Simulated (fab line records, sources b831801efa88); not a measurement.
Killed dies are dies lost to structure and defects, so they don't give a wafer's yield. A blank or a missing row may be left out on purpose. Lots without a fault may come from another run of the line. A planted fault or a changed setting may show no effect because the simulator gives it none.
fab line records | flow sky130
record lots=6 wafers=18 last_day=50
route steps=708 shown VIA3@589 METAL4@598 CAP2M@603 PAD_OPEN@708
lots that met no fault: from a run of the same line without faults
start_h: hours from the record's first day to the start of the lot's first wafer shown | wait_h: hours since the lot's step before | " the same as in the row above | L1.1+2: a row that stands for several wafers | - no value, or no start given | * or withheld: withheld | < > ~ a bound
route shown NAME@n: a module of which the file shows steps, and the number in the route of the first | usual: mean/standard deviation of fault-free wafers | same: alike in all rows | chamber/n: place in a boat | sites: the reading at each site | _std_site: their standard deviation | _edge_site: outer sites' mean less inner sites' | radius_mm: how far each site lies from the wafer's centre | mask NAME#n: copy n | behind: the tool/chamber that last shaped the wafer | hold: why the lot was held/for how many hours/how that ended | device: the transistor (n, p or np) that didn't switch | end of line: the same wafers' tests at the end of the route | a step without rows: its recipe alone | killed: dies lost to structure and defects at the first sort, not the wafer's yield | map: a wafer's dies, x killed, . not, _ none there
set.NAME: the setting as run; set.NAME@STEP: as run at that earlier step | model.NAME: the simulator's own value behind a step, which no gauge read
lots at some steps of the route; a table a step, a row a wafer
services: from which hour (start_h, from the record's first day; less than 0 if before it) a tool's chamber was out of use, for how many hours, and why
## steps
# step SKY_VIA3_STRIP_16
# recipe chemistry=O2/N2 power_w=1400 pressure_mtorr=1500 platen_temp_c=withheld o2_flow_sccm=3000 n2_flow_sccm=300 overash_fraction=0.5
# step SKY_VIA3_STRIP_17
# recipe chemistry=post_etch_residue_remover time_s=1200 temp_c=72.5
# step SKY_VIA3_CLEAN_18
# recipe chemistry=IPA time_s=180 temp_c=25
# step SKY_VIA3_CLEAN_19
# recipe chemistry=O3/DIW dry=n2_spin
# step SKY_VIA3_SPUTTER_20
# recipe material=TiN target_thk_nm=20 chamber_pressure_pa=5 power_w=4000 time_s=80
# step SKY_VIA3_CVD_21
# recipe material=W target_thk_nm=390 time_s=117.31 temp_c=400 pressure_torr=40
# usual heater_power_w=885/69
# same time_s=117.31
# columns lot.wafer tool chamber start_h wait_h heater_power_w since_wet_clean_h
L626.2 cvd_w-02 1 936.32 0.0 885 532
L626.3 " 0 " " 925 -
L626.6 " 0 " " 951 -
L630.1 cvd_w-01 1 964.80 0.0 773 47
L630.2 " 1 " " 750 -
L630.6 " 1 " " 755 -
L631.1 cvd_w-02 0 971.04 0.0 944 567
L631.4 " 0 " " 958 -
L631.5 " 0 " " 970 -
L634.1 cvd_w-02 0 991.92 0.0 951 588
L634.2 " 1 " " 913 588
L634.5 " 1 " " 905 -
L644.1 cvd_w-02 1 1059.33 0.0 938 655
L644.5 " 0 " " 942 -
L644.6 " 1 " " 940 -
L645.2 cvd_w-02 0 1068.54 0.0 936 665
L645.4 " 1 " " 923 -
L645.5 " 0 " " 955 -
# step SKY_VIA3_RS_MEAS_22
# recipe thk_meas_gauge=four-point-probe reads=W_of_VIA3_CVD_21+TiN_of_VIA3_SPUTTER_20
# usual VIA3_W_RS=0.2937/0.0028
# columns lot.wafer tool chamber start_h wait_h VIA3_W_RS[ohm/sq]
L626.2 film_metro-04 - 936.46 0.1 0.2876
L626.3 " - " " 0.2886
L626.6 " - " " 0.2858
L630.1 film_metro-03 - 965.11 0.3 0.2968
L630.2 " - " " 0.2925
L630.6 " - " " 0.2941
L631.1 film_metro-03 - 971.17 0.1 0.2901
L631.4 " - " " 0.2924
L631.5 " - " " 0.2948
L634.1 film_metro-03 - 992.04 0.1 0.2918
L634.2 " - " " 0.2921
L634.5 " - " " 0.2889
L644.1 film_metro-04 - 1059.45 0.1 0.2933
L644.5 " - " " 0.2955
L644.6 " - " " 0.2933
L645.2 film_metro-01 - 1068.69 0.1 0.2918
L645.4 " - " " 0.2919
L645.5 " - " " 0.2917
# step SKY_VIA3_THK_MEAS_23
# recipe thk_meas_gauge=xrf reads=W_of_VIA3_CVD_21
# usual VIA3_W_THK=391/4.9
# columns lot.wafer tool chamber start_h wait_h VIA3_W_THK[nm]
L626.2 film_metro-04 - 936.57 0.1 396
L626.3 " - " " 398
L626.6 " - " " 403
L630.1 film_metro-03 - 965.23 0.1 390
L630.2 " - " " 398
L630.6 " - " " 394
L631.1 film_metro-03 - 971.29 0.1 396
L631.4 " - " " 399
L631.5 " - " " 394
L634.1 film_metro-03 - 992.16 0.1 395
L634.2 " - " " 397
L634.5 " - " " 400
L644.1 film_metro-04 - 1059.57 0.1 388
L644.5 " - " " 386
L644.6 " - " " 389
L645.2 film_metro-01 - 1068.80 0.1 391
L645.4 " - " " 391
L645.5 " - " " 388
# step SKY_VIA3_CMP_24
# recipe stop_on=SiO2 t_overpolish_s=20 down_force_psi=3.5 platen_rpm=60 target_thk_nm=0 pad_velocity_m_s=0.94248
# usual motor_current_A=11.1/0.87 overpolish_run_s=19.999/0.009 platen_rpm=60.00/0.04 time_to_endpoint_s=95.1/2.9
# columns lot.wafer tool chamber start_h wait_h motor_current_A overpolish_run_s platen_rpm time_to_endpoint_s
L626.3 cmp-01 2 936.62 0.0 10.3 20.007 59.97 98.8
L626.2 " 0 " " 10.5 19.998 59.91 97.4
L626.6 " 2 " " 10.2 20.010 59.98 97.9
L630.1 cmp-02 1 965.29 0.1 11.8 19.999 59.99 97.6
L630.2 " 3 " " 11.3 19.993 60.03 95.8
L630.6 " 2 " " 11.4 20.006 60.05 97.0
L631.1 cmp-01 3 971.40 0.1 11.7 20.011 59.98 93.7
L631.4 " 0 " " 10.3 19.994 59.97 95.3
L631.5 " 2 " " 10.0 20.012 60.02 97.7
L634.2 cmp-02 1 992.32 0.1 11.7 19.993 60.05 93.0
L634.1 " 2 " " 11.5 19.998 59.98 90.7
L634.5 " 0 " " 9.8 20.013 59.96 95.0
L644.1 cmp-01 1 1059.63 0.1 11.8 19.993 59.97 95.2
L644.5 " 1 " " 12.4 20.001 60.02 95.5
L644.6 " 2 " " 9.8 19.984 59.99 96.1
L645.4 cmp-01 3 1068.90 0.1 11.2 20.006 60.06 99.3
L645.2 " 0 " " 10.4 19.981 60.00 97.5
L645.5 " 3 " " 12.5 19.974 59.99 99.3
# step SKY_METAL4_SPUTTER_00
# recipe material=Ti target_thk_nm=15 power_w=3000 time_s=10 chamber_pressure_pa=0.4
# step SKY_METAL4_SPUTTER_01
# recipe material=TiN target_thk_nm=20 power_w=6500 time_s=16.7 chamber_pressure_pa=0.4
# step SKY_METAL4_SPUTTER_02
# recipe material=AlCu target_thk_nm=735 power_w=10600 time_s=39.1 chamber_pressure_pa=0.4
# step SKY_METAL4_SPUTTER_03
# recipe material=Ti target_thk_nm=5 power_w=3000 time_s=3.3 chamber_pressure_pa=0.4
# usual throttle_valve_pct=29.6/1.2
# same time_s=3.3
# columns lot.wafer tool chamber start_h wait_h throttle_valve_pct
L626.2 pvd_sputter-01 - 937.01 0.0 29.2
L626.3 " - " " 30.2
L626.6 " - " " 30.5
L630.1 pvd_sputter-04 - 965.67 0.0 30.1
L630.2 " - " " 31.0
L630.6 " - " " 28.9
L631.1 pvd_sputter-01 - 971.73 0.0 30.1
L631.4 " - " " 29.3
L631.5 " - " " 29.6
L634.1 pvd_sputter-01 - 992.61 0.0 30.3
L634.2 " - " " 29.8
L634.5 " - " " 30.0
L644.1 pvd_sputter-04 - 1060.02 0.0 29.0
L644.5 " - " " 28.7
L644.6 " - " " 29.5
L645.2 pvd_sputter-04 - 1069.23 0.0 30.2
L645.4 " - " " 29.5
L645.5 " - " " 28.5
# step SKY_METAL4_SPUTTER_04
# recipe material=TiN target_thk_nm=70 power_w=6500 time_s=58.3 chamber_pressure_pa=0.4
# usual throttle_valve_pct=29.6/1.3
# same time_s=58.3
# columns lot.wafer tool chamber start_h wait_h throttle_valve_pct
L626.2 pvd_sputter-01 - 937.03 0.0 29.1
L626.3 " - " " 30.2
L626.6 " - " " 30.3
L630.1 pvd_sputter-04 - 965.69 0.0 30.3
L630.2 " - " " 31.0
L630.6 " - " " 28.8
L631.1 pvd_sputter-01 - 971.75 0.0 29.7
L631.4 " - " " 29.2
L631.5 " - " " 29.1
L634.1 pvd_sputter-01 - 992.62 0.0 30.3
L634.2 " - " " 29.9
L634.5 " - " " 30.2
L644.1 pvd_sputter-04 - 1060.03 0.0 28.5
L644.5 " - " " 28.6
L644.6 " - " " 29.4
L645.2 pvd_sputter-04 - 1069.25 0.0 30.3
L645.4 " - " " 29.4
L645.5 " - " " 28.5
# step SKY_CAP2M_CVD_00
# recipe material=SiO2 target_thk_nm=15.5 temp_c=400 time_s=withheld rf_w=450
# usual heater_power_w=730/120 rf_fwd_power_W=441.1/2.2
# columns lot.wafer tool chamber start_h wait_h heater_power_w rf_fwd_power_W
L626.2 pecvd-02 0 937.08 0.0 727 440.3
L626.3 " 0 " " 708 443.5
L626.6 " 0 " " 705 441.1
L630.1 pecvd-02 0 965.74 0.0 630 443.5
L630.2 " 2 " " 708 446.5
L630.6 " 0 " " 625 441.2
L631.1 pecvd-03 0 971.80 0.0 738 439.0
L631.4 " 0 " " 731 442.0
L631.5 " 2 " " 572 441.9
L634.1 pecvd-03 1 992.67 0.0 824 438.8
L634.2 " 0 " " 780 439.7
L634.5 " 0 " " 797 438.9
L644.1 pecvd-02 0 1060.08 0.0 603 442.3
L644.5 " 2 " " 792 444.7
L644.6 " 1 " " 594 444.3
L645.2 pecvd-04 2 1069.30 0.0 948 439.6
L645.4 " 2 " " 974 441.4
L645.5 " 0 " " 767 440.9
# step SKY_CAP2M_THK_MEAS_01
# recipe reads=SiO2_of_CAP2M_CVD_00
# usual CAP2M_CVD_00_THK=15.48/0.22
# columns lot.wafer tool chamber start_h wait_h CAP2M_CVD_00_THK[nm]
L626.2 film_metro-01 - 937.12 - 15.21
L626.3 " - " " 15.45
L626.6 " - " " 15.29
L630.1 film_metro-01 - 965.77 - 15.43
L630.2 " - " " 15.42
L630.6 " - " " 15.85
L631.1 film_metro-02 - 971.82 - 15.45
L631.4 " - " " 15.85
L631.5 " - " " 15.80
L634.1 film_metro-01 - 992.69 - 15.51
L634.2 " - " " 15.57
L634.5 " - " " 15.61
L644.1 film_metro-01 - 1060.11 - 15.36
L644.5 " - " " 15.25
L644.6 " - " " 15.51
L645.2 film_metro-01 - 1069.33 - 15.47
L645.4 " - " " 15.64
L645.5 " - " " 15.66
# step SKY_CAP2M_SPUTTER_02
# recipe material=TiN target_thk_nm=200 temp_c=300 power_w=6500 time_s=166.7 chamber_pressure_pa=0.4
# step SKY_CAP2M_RS_MEAS_03
# recipe thk_meas_gauge=four-point-probe reads=TiN_of_CAP2M_SPUTTER_02
# usual CAP2M_TIN_RS=6.90/0.071
# columns lot.wafer tool chamber start_h wait_h CAP2M_TIN_RS[ohm/sq]
L626.2 film_metro-03 - 937.30 0.1 6.85
L626.3 " - " " 6.83
L626.6 " - " " 6.84
L630.1 film_metro-03 - 965.94 0.1 6.80
L630.2 " - " " 6.84
L630.6 " - " " 6.83
L631.1 film_metro-03 - 971.99 0.1 6.78
L631.4 " - " " 6.85
L631.5 " - " " 6.87
L634.1 film_metro-02 - 992.86 0.1 6.76
L634.2 " - " " 6.88
L634.5 " - " " 6.86
L644.1 film_metro-03 - 1060.27 0.1 6.89
L644.5 " - " " 6.92
L644.6 " - " " 6.84
L645.2 film_metro-01 - 1069.51 0.1 6.94
L645.4 " - " " 6.92
L645.5 " - " " 6.96
# step SKY_CAP2M_THK_MEAS_04
# recipe thk_meas_gauge=xrf reads=TiN_of_CAP2M_SPUTTER_02
# usual CAP2M_TIN_THK=201.9/2.5
# columns lot.wafer tool chamber start_h wait_h CAP2M_TIN_THK[nm]
L626.2 film_metro-03 - 937.41 0.1 203.6
L626.3 " - " " 205.0
L626.6 " - " " 204.6
L630.1 film_metro-03 - 966.06 0.1 204.7
L630.2 " - " " 203.9
L630.6 " - " " 203.6
L631.1 film_metro-03 - 972.11 0.1 206.5
L631.4 " - " " 202.8
L631.5 " - " " 201.7
L634.1 film_metro-02 - 992.98 0.1 204.1
L634.2 " - " " 200.7
L634.5 " - " " 201.1
L644.1 film_metro-03 - 1060.39 0.1 203.2
L644.5 " - " " 203.1
L644.6 " - " " 205.2
L645.2 film_metro-01 - 1069.62 0.1 201.0
L645.4 " - " " 201.3
L645.5 " - " " 199.6
# step SKY_CAP2M_DEHYDRATE_05
# recipe temp_c=200 time_s=60
# step SKY_CAP2M_HMDS_06
# recipe prime_time_s=60 prime_temp_c=120
# step SKY_CAP2M_COAT_07
# recipe resist=NOVOLAK spin_rpm=3000 resist_thk_nm=1140
# step SKY_CAP2M_SOFTBAKE_08
# recipe temp_c=90 time_s=60 resist=NOVOLAK
# step SKY_CAP2M_EXPOSE_09
# recipe mask_id=CAP2M na=0.6 source_shape=conventional sigma_outer=0.6 polarization=unpolarized target_cd_nm=1000 dose_mj=159
# step SKY_CAP2M_PEB_10
# recipe temp_c=withheld time_s=* resist=NOVOLAK
# step SKY_CAP2M_DEVELOP_11
# recipe resist=NOVOLAK developer=TMAH develop_time_s=60 dev_temp_c=23
# step SKY_CAP2M_OVL_MEAS_12
# usual CAP2M_OVL=0.8/1.5
# columns lot.wafer tool chamber start_h wait_h CAP2M_OVL[nm]
L626.2 overlay-02 - 961.54 0.1 2.0
L626.3 " - " " 0.0
L626.6 " - " " 0.1
L630.1 overlay-02 - 989.54 0.1 3.0
L630.2 " - " " 4.2
L630.6 " - " " 1.2
L631.1 overlay-01 - 995.28 0.1 2.5
L631.4 " - " " 0.9
L631.5 " - " " 1.7
L634.1 overlay-01 - 1016.19 0.1 -1.6
L634.2 " - " " -2.3
L634.5 " - " " -2.5
L644.1 overlay-01 - 1081.41 0.1 1.0
L644.5 " - " " 0.2
L644.6 " - " " 0.5
L645.2 overlay-02 - 1090.04 0.1 2.7
L645.4 " - " " 3.4
L645.5 " - " " 2.2
# step SKY_CAP2M_METAL_ETCH_13
# recipe target_depth_nm=220 stop_on=SiO2 chemistry=Cl2/BCl3 target=TiN pressure_mtorr=10 icp_w=900 bias_w=48.5 Cl2_flow_sccm=60 bcl3_flow_sccm=30 time_s=62.9
# usual drypump_motor_current_A=6.0/0.46 oes_product_au=0.942/0.0072 rf_fwd_power_W=893/3.9 throttle_valve_pct=21.900/0.01
# same time_s=62.9
# columns lot.wafer tool chamber start_h wait_h drypump_motor_current_A oes_product_au rf_fwd_power_W rf_hours_counter_h throttle_valve_pct
L626.2 rie_metal-02 1 961.57 0.0 6.3 0.950 896 0 21.909
L626.3 " 1 " " 6.3 0.940 898 - 21.910
L626.6 " 1 " " 6.3 0.938 895 - 21.892
L630.1 rie_metal-01 0 989.57 0.0 6.3 0.957 899 13 21.905
L630.2 " 0 " " 6.2 0.948 892 - 21.900
L630.6 " 0 " " 6.3 0.955 895 - 21.892
L631.1 rie_metal-03 0 995.32 0.0 5.0 0.946 891 16 21.908
L631.4 " 0 " " 5.0 0.938 896 - 21.891
L631.5 " 0 " " 5.0 0.948 895 - 21.897
L634.1 rie_metal-02 0 1016.22 0.0 6.2 0.956 884 18 21.892
L634.2 " 1 " " 6.3 0.939 894 3 21.899
L634.5 " 0 " " 6.2 0.946 888 - 21.898
L644.1 rie_metal-03 0 1081.45 0.0 5.0 0.949 892 22 21.901
L644.5 " 0 " " 5.0 0.941 894 - 21.895
L644.6 " 1 " " 5.9 0.950 897 - 21.894
L645.2 rie_metal-02 0 1090.07 0.0 6.2 0.928 889 23 21.902
L645.4 " 0 " " 6.2 0.942 893 - 21.903
L645.5 " 0 " " 6.2 0.938 893 - 21.893
# step SKY_CAP2M_STRIP_14
# recipe chemistry=O2/N2 power_w=1400 pressure_mtorr=1500 platen_temp_c=withheld o2_flow_sccm=3000 n2_flow_sccm=300 overash_fraction=0.5
# step SKY_CAP2M_STRIP_15
# recipe chemistry=post_etch_residue_remover time_s=1200 temp_c=72.5
# step SKY_CAP2M_CLEAN_16
# recipe chemistry=IPA time_s=180 temp_c=25
# step SKY_CAP2M_CLEAN_17
# recipe chemistry=O3/DIW dry=n2_spin
# step SKY_METAL4_DEHYDRATE_05
# recipe temp_c=200 time_s=60
# step SKY_METAL4_HMDS_06
# recipe prime_time_s=60 prime_temp_c=120
# step SKY_METAL4_COAT_07
# recipe resist=BARC temp_c=withheld time_s=withheld spin_rpm=3000 resist_thk_nm=60
# step SKY_METAL4_COAT_08
# recipe resist=KrF-thick spin_rpm=3000 resist_thk_nm=1140
# step SKY_METAL4_SOFTBAKE_09
# recipe temp_c=100 time_s=90 resist=KrF-thick
# step SKY_METAL4_EXPOSE_10
# recipe mask_id=MM4 na=0.68 source_shape=annular sigma_inner=0.4 sigma_outer=0.8 target_cd_nm=300 dose_mj=28
# step SKY_METAL4_PEB_11
# recipe peb_temp_c=withheld peb_time_s=withheld resist=KrF-thick
# step SKY_METAL4_DEVELOP_12
# recipe develop_time_s=60 resist=KrF-thick dev_temp_c=21
# step SKY_METAL4_CD_MEAS_13
# recipe target_cd_nm=300
# usual cd_nm=299.9/1.2
# columns lot.wafer tool chamber start_h wait_h cd_nm
L626.2 cd_sem-01 - 986.20 - 302.6
L626.3 " - " " 303.1
L626.6 " - " " 301.6
L630.1 cd_sem-02 - 1013.49 - 298.7
L630.2 " - " " 298.4
L630.6 " - " " 300.1
L631.1 cd_sem-01 - 1018.94 - 299.1
L631.4 " - " " 301.2
L631.5 " - " " 300.7
L634.1 cd_sem-02 - 1039.24 - 299.7
L634.2 " - " " 299.4
L634.5 " - " " 299.1
L644.1 cd_sem-01 - 1103.39 - 299.2
L644.5 " - " " 300.2
L644.6 " - " " 299.1
L645.2 cd_sem-02 - 1110.86 - 299.7
L645.4 " - " " 299.0
L645.5 " - " " 299.4
# step SKY_METAL4_OVL_MEAS_14
# usual METAL4_OVL=-3/5.6
# columns lot.wafer tool chamber start_h wait_h METAL4_OVL[nm]
L626.2 overlay-01 - 986.31 0.1 -4
L626.3 " - " " 3
L626.6 " - " " -3
L630.1 overlay-02 - 1013.61 0.1 -3
L630.2 " - " " -10
L630.6 " - " " -2
L631.1 overlay-02 - 1019.06 0.1 -9
L631.4 " - " " -6
L631.5 " - " " -10
L634.1 overlay-02 - 1039.36 0.1 0
L634.2 " - " " 4
L634.5 " - " " 1
L644.1 overlay-02 - 1103.51 0.1 -4
L644.5 " - " " 4
L644.6 " - " " 4
L645.2 overlay-02 - 1110.96 0.1 0
L645.4 " - " " 9
L645.5 " - " " 3
# step SKY_PAD_OPEN_PROBE_99
# usual defect_limited_yield=82.7/2.1 killed_at_M0_to_M3=43/7.2 killed_at_M4_up=3.0/1.7 killed_at_contacts=24/5.3 killed_at_front_end=15/4.6 killed_at_other=0.3/0.5 killed_dies=85/10 killed_on_rim=17/3.8 killed_open=46/7.2 killed_short=39/6.4 sort_bin_3_pad_short=0.9/0.42 sort_bin_5_function=10.2/1.6 sort_bin_6_memory=6.2/1 sort_n_pass=407/10 sort_yield_pct=82.7/2.1
# same gross_dies=492 killed_at_back_side=0 sort_bin_4_leakage[%]=0 sort_bin_8_speed[%]=0
# columns lot.wafer tool chamber start_h wait_h defect_limited_yield[%] killed_at_M0_to_M3 killed_at_M4_up killed_at_contacts killed_at_front_end killed_at_other killed_dies killed_on_rim killed_open killed_short sort_bin_3_pad_short[%] sort_bin_5_function[%] sort_bin_6_memory[%] sort_n_pass sort_yield_pct[%] model.etest.tester.sort_n_pass model.etest.tester.sort_yield_pct model.etest.tester.sort_bin_5_pct model.etest.tester.sort_bin_3_pct
L626.2 prober-01 - 1083.80 0.1 83.5 39 6 26 9 1 81 13 39 42 0.4 9.8 6.3 411 83.5 411 83.54 9.756 0.4065
L626.3 prober-01 - 1083.85 0.2 85.0 39 2 21 12 0 74 10 40 34 0.2 9.6 5.3 418 85.0 418 84.96 9.553 0.2033
L626.6 prober-01 - 1084.00 0.2 82.7 52 1 21 11 0 85 12 48 37 1.0 9.1 7.1 407 82.7 407 82.72 9.146 1.016
L630.1 prober-01 - 1106.09 0.1 82.1 47 0 23 18 0 88 16 47 41 0.8 11.4 5.7 404 82.1 404 82.11 11.38 0.813
L630.2 prober-01 - 1106.14 0.1 80.3 50 2 27 17 1 97 15 51 46 1.4 11.4 6.9 395 80.3 395 80.28 11.38 1.423
L630.6 prober-01 - 1106.34 0.2 82.7 32 5 30 18 0 85 18 49 36 0.8 11.2 5.3 407 82.7 407 82.72 11.18 0.813
L631.1 prober-02 - 1109.74 0.1 82.9 34 2 27 20 1 84 20 53 31 0.4 11.2 5.5 408 82.9 408 82.93 11.18 0.4065
L631.4 prober-02 - 1109.89 0.2 81.3 37 3 34 18 0 92 18 51 41 0.6 11.6 6.5 400 81.3 400 81.3 11.59 0.6098
L631.5 prober-02 - 1109.94 0.2 81.9 37 6 31 14 1 89 16 48 41 0.4 12.0 5.7 403 81.9 403 81.91 11.99 0.4065
L634.1 prober-01 - 1127.96 0.1 81.9 45 1 27 15 1 89 16 50 39 0.6 9.8 7.7 403 81.9 403 81.91 9.756 0.6098
L634.2 prober-01 - 1128.01 0.1 80.5 44 6 31 15 0 96 22 59 37 1.2 11.0 7.3 396 80.5 396 80.49 10.98 1.22
L634.5 prober-01 - 1128.16 0.2 83.7 39 2 23 16 0 80 14 49 31 0.2 10.0 6.1 412 83.7 412 83.74 9.959 0.2033
L644.1 prober-01 - 1183.50 0.1 84.3 42 4 18 13 0 77 13 42 35 0.8 8.7 6.1 415 84.3 415 84.35 8.74 0.813
L644.5 prober-01 - 1183.70 0.2 84.1 45 3 21 9 0 78 14 42 36 0.4 11.0 4.5 414 84.1 414 84.15 10.98 0.4065
L644.6 prober-01 - 1183.75 0.2 75.2 38 40 31 13 0 122 29 45 38 4.5 13.8 6.5 370 75.2 370 75.2 13.82 4.472
L645.2 prober-02 - 1188.35 0.1 84.1 40 2 20 16 0 78 15 48 30 0.4 10.0 5.5 414 84.1 414 84.15 9.959 0.4065
L645.4 prober-02 - 1188.45 0.2 75.8 48 43 20 8 0 119 32 45 33 2.8 14.6 6.7 373 75.8 373 75.81 14.63 2.846
L645.5 prober-02 - 1188.50 0.2 81.1 51 1 23 18 0 93 17 54 39 1.0 10.6 7.3 399 81.1 399 81.1 10.57 1.016
# killed by level:class
L626.2 METAL4:geometric_particle:short=6 CONTACT:geometric_particle:open=6 VIA1:geometric_particle:open=6 VIA2:geometric_particle:open=6 LI_CONTACT:geometric_particle:open=5 LI_CONTACT:geometric_particle:short=5 METAL1:geometric_particle:short=5 VIA3:geometric_particle:open=5
L626.3 VIA3:geometric_particle:open=8 VIA2:geometric_particle:open=6 LI_CONTACT:geometric_particle:open=5 VIA1:geometric_particle:open=5 METAL1:geometric_particle:short=5 VIA3:geometric_particle:short=5 LOCAL_INTERCONNECT:geometric_particle:short=4 CONTACT:geometric_particle:open=4
L626.6 VIA2:geometric_particle:open=10 VIA3:geometric_particle:open=9 VIA1:geometric_particle:open=9 METAL1:geometric_particle:short=7 METAL2:geometric_particle:short=5 CONTACT:geometric_particle:open=5 CONTACT:geometric_particle:short=5 LI_CONTACT:geometric_particle:open=4
L630.1 VIA1:geometric_particle:open=15 FIELD_ISO:geometric_particle:short=6 LI_CONTACT:geometric_particle:open=6 VIA2:geometric_particle:open=6 CONTACT:geometric_particle:open=6 METAL1:geometric_particle:short=5 VIA3:geometric_particle:short=5 FIELD_ISO:geometric_particle:open=4
L630.2 CONTACT:geometric_particle:open=12 VIA1:geometric_particle:open=9 LI_CONTACT:geometric_particle:open=8 METAL2:geometric_particle:short=7 VIA3:geometric_particle:open=7 POLY_GATE:geometric_particle:short=6 METAL1:geometric_particle:short=6 FIELD_ISO:geometric_particle:short=5
L630.6 VIA1:geometric_particle:open=12 LI_CONTACT:geometric_particle:open=9 CONTACT:geometric_particle:open=7 LOCAL_INTERCONNECT:geometric_particle:short=7 FIELD_ISO:geometric_particle:short=6 METAL4:geometric_particle:short=5 FIELD_ISO:geometric_particle:open=4 POLY_GATE:geometric_particle:open=4
L631.1 CONTACT:geometric_particle:open=15 VIA1:geometric_particle:open=8 LI_CONTACT:geometric_particle:open=6 VIA3:geometric_particle:open=6 FIELD_ISO:geometric_particle:open=4 POLY_GATE:geometric_particle:open=4 POLY_GATE:geometric_particle:short=4 VIA2:geometric_particle:open=4
L631.4 CONTACT:geometric_particle:short=13 CONTACT:geometric_particle:open=13 VIA1:geometric_particle:open=8 VIA2:geometric_particle:open=8 METAL1:geometric_particle:short=7 VIA3:geometric_particle:open=6 POLY_GATE:geometric_particle:short=5 POLY_GATE:geometric_particle:open=5
L631.5 CONTACT:geometric_particle:open=12 LI_CONTACT:geometric_particle:open=11 VIA1:geometric_particle:open=11 FIELD_ISO:geometric_particle:short=6 VIA1:geometric_particle:short=6 METAL2:geometric_particle:short=6 VIA2:geometric_particle:open=5 METAL4:geometric_particle:short=4
L634.1 CONTACT:geometric_particle:open=9 VIA1:geometric_particle:open=9 VIA2:geometric_particle:open=9 LI_CONTACT:geometric_particle:open=8 METAL2:geometric_particle:short=7 CONTACT:geometric_particle:short=5 VIA1:geometric_particle:short=5 POLY_GATE:geometric_particle:short=4
L634.2 VIA1:geometric_particle:open=12 LI_CONTACT:geometric_particle:open=12 CONTACT:geometric_particle:open=10 METAL1:geometric_particle:short=7 VIA2:geometric_particle:open=7 METAL4:geometric_particle:short=5 FIELD_ISO:geometric_particle:open=4 POLY_GATE:geometric_particle:open=4
L634.5 CONTACT:geometric_particle:open=10 VIA1:geometric_particle:open=9 VIA1:geometric_particle:short=8 LI_CONTACT:geometric_particle:open=7 VIA3:geometric_particle:open=5 FIELD_ISO:geometric_particle:open=4 METAL1:geometric_particle:short=4 VIA2:geometric_particle:open=4
L644.1 VIA1:geometric_particle:open=10 VIA3:geometric_particle:open=8 VIA2:geometric_particle:open=6 FIELD_ISO:geometric_particle:open=5 CONTACT:geometric_particle:open=5 LOCAL_INTERCONNECT:geometric_particle:short=4 LI_CONTACT:geometric_particle:open=4 METAL3:geometric_particle:short=4
L644.5 VIA1:geometric_particle:open=9 METAL2:geometric_particle:short=7 CONTACT:geometric_particle:open=6 VIA3:geometric_particle:open=6 LI_CONTACT:geometric_particle:open=5 METAL1:geometric_particle:short=5 VIA2:geometric_particle:short=5 FIELD_ISO:geometric_particle:open=4
L644.6 METAL4:unspecified=39 VIA1:geometric_particle:open=12 LI_CONTACT:geometric_particle:open=10 CONTACT:geometric_particle:open=9 VIA1:geometric_particle:short=6 FIELD_ISO:geometric_particle:short=5 LOCAL_INTERCONNECT:geometric_particle:short=5 VIA2:geometric_particle:open=5
L645.2 VIA1:geometric_particle:open=10 CONTACT:geometric_particle:open=8 VIA3:geometric_particle:open=8 FIELD_ISO:geometric_particle:open=7 VIA1:geometric_particle:short=5 FIELD_ISO:geometric_particle:short=4 LI_CONTACT:geometric_particle:open=4 METAL2:geometric_particle:open=4
L645.4 METAL4:unspecified=41 VIA1:geometric_particle:open=10 CONTACT:geometric_particle:open=7 METAL2:geometric_particle:short=7 LI_CONTACT:geometric_particle:open=6 METAL1:geometric_particle:open=5 VIA3:geometric_particle:open=5 VIA1:geometric_particle:short=4
L645.5 VIA1:geometric_particle:open=15 CONTACT:geometric_particle:open=9 VIA3:geometric_particle:open=7 VIA1:geometric_particle:short=6 CONTACT:geometric_particle:short=6 METAL1:geometric_particle:short=6 FIELD_ISO:geometric_particle:open=5 POLY_GATE:geometric_particle:short=5
# map L644.6 (x killed, . not)
__________.xx......._________
________....x...x.x..._______
______....x.....x....xx._____
_____...x............x..x____
____......x...............___
___x................x......__
__......x...........x.....x._
_.x...x.x..........x......x.x
_.......x..x...x.........x...
_......x........xx.....x....x
_x..xx..xx.......x.........x.
_x...x....x......xx..xx..x...
_xx.x.......x......x....xx.x.
_..........x.......xx.......x
_.......xxx.......x...xxxx...
__....xx......x...xxxxxxxx.._
___x.x......xx..x.xxxxxxxxx__
____..x....x.x......xxxxxx___
_____x........x...xxxxxxx____
______.......x....xxxxxx_____
________...........xxx_______
__________......x..._________
# map L645.4 (x killed, . not)
__________x.......x._________
________......x.....x._______
______...........xx..x.._____
_____..x......x..........____
____x...x.....x..x......x.___
___........x....x.x...x...x__
__.....x...x.xx.......xx..xx_
_x...x.........x........x...x
_......x................x..x.
_x.x.......x...xx.xx.......x.
_.x.....x..xx.....x...x......
_.x..x...........xx.....x....
_...x..x..x.....x............
_x.............x........x...x
_..x....x.......x....xxxxx.xx
__....x.............xxxxxx.x_
___x......x........xxxxxxxx__
____x......x......xxxxxxxx___
_____...........x.xxxxxxx____
______.............xxxxx_____
________.......xx..xxx_______
__________.....x...._________
## services
# columns tool chamber start_h hours kind
cmp-01 - 915.72 4.0 pm
cmp-01 - 922.85 0.3 repair
rie_metal-01 - 931.59 0.7 repair
pecvd-03 1 934.04 8.8 repair
pecvd-02 1 936.67 2.4 repair
cmp-02 - 938.69 9.6 repair
cmp-01 - 948.49 2.1 repair
cvd_w-01 0 954.56 10.6 repair
cvd_w-01 - 957.43 2.8 pm
cmp-01 - 957.59 0.3 repair
cmp-01 - 965.11 3.5 repair
pecvd-03 - 968.31 1.1 repair
rie_metal-02 - 973.41 2.8 pm
cmp-02 - 977.60 4.2 pm
pecvd-02 2 985.87 6.4 repair
pecvd-02 1 993.10 15.0 repair
pecvd-03 - 996.82 0.5 repair
cmp-02 - 997.06 0.7 repair
cmp-01 - 1031.71 1.4 repair
rie_metal-02 1 1033.00 6.2 repair
cmp-01 - 1034.62 1.0 repair
cmp-02 - 1039.80 12.7 pm
cvd_w-02 - 1070.78 28.1 pm
cmp-02 - 1084.11 4.0 pm
## key
first_sign step=SKY_PAD_OPEN_PROBE_99 reading=killed_at_M4_up direction=up sigmas=22 usual=3.0 struck=41.5
effect step=SKY_PAD_OPEN_PROBE_99 reading=sort_bin_3_pad_short direction=up sigmas=6.5 usual=0.9 struck=3.7
model_effect step=SKY_PAD_OPEN_PROBE_99 value=etest.tester.sort_n_pass without=406 struck=371.5
met_at SKY_METAL4_SPUTTER_03
struck_wafers L644.6,L645.4
fault kind=chamber_particle_source tool=pvd_sputter-04 chamber=- onset_h=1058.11 steps=SKY_METAL4_SPUTTER_03 rate_per_visit_cm2=1.2476 end_h=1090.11 scope=struck_wafers_only
